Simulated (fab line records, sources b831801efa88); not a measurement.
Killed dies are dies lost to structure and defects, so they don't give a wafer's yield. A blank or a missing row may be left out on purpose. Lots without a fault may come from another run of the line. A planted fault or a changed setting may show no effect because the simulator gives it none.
One fault seen from 2 desks | flow gf180mcu | each desk has only its own numbers; what lay behind them comes last

THE TOOL OWNER'S DESK: cvd_w-02
The tool's own readings at GF_V3_CVD_23 (deposits W, target thk 350 nm, time 104.9 s): means of the sampled wafers that have a number, for each lot that ran on this tool. A lot is out of limits, marked OUT, if its mean lies more than 4 standard deviations from the usual mean; the brackets give that distance.
Columns: A = heater_power_w at GF_V3_CVD_23, usual 917 W; B = susceptor_temp_C at GF_V3_CVD_23, usual 399.99 C
lot  | first seen here | A   | B
L348 | day 22 10:23    | 814 | 400.10
L349 | day 22 13:17    | 895 | 400.14
L359 | day 26 08:07    | 833 | 401.59 (+7.0) OUT
L360 | day 26 14:27    | 884 | 400.99 (+4.3) OUT
L362 | day 27 02:30    | 910 | 400.90
L370 | day 29 13:49    | 836 | 399.77
This desk's finding: out of limits on L359, L360; first on L359, day 26 08:07 (susceptor_temp_C at GF_V3_CVD_23). In limits: L348, L349, L362, L370.

THE METROLOGY DESK
What the gauges read, lot by lot, whatever tool the lot ran on: means of the sampled wafers that have a number. A lot is out of limits, marked OUT, if its mean lies more than 4 standard deviations from the usual mean; the brackets give that distance.
Columns: A = V3_W_THK at GF_V3_THK_MEAS_25, usual 346 nm
lot  | first seen here | A
L348 | day 22 10:38    | 339
L349 | day 22 13:31    | 339
L353 | day 24 07:31    | 346
L355 | day 25 07:53    | 350
L359 | day 26 08:21    | 352
L360 | day 26 14:41    | 350
L362 | day 27 02:44    | 351
L365 | day 28 03:05    | 351
L366 | day 28 20:34    | 350
L367 | day 29 05:11    | 346
L370 | day 29 14:04    | 340
L371 | day 29 19:20    | 346
This desk's finding: nothing out of limits on any of the 12 lots.

PUT TOGETHER
The tool owner's desk could have raised an alarm at day 26 08:07, on L359, L360.
The metrology desk saw nothing out of limits.
The metrology desk has L359, L360 on record, within its limits.
Of the lots named, all ran GF_V3_CVD_23 on cvd_w-02.

WHAT THE SIMULATOR HAD PUT IN
Process parameter drift: cvd_w-02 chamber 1, from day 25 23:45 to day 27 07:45, at GF_V3_CVD_23. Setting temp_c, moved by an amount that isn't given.
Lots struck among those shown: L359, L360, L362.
Hours from the fault's start to each desk's first reading out of limits: the tool owner's desk, 8.
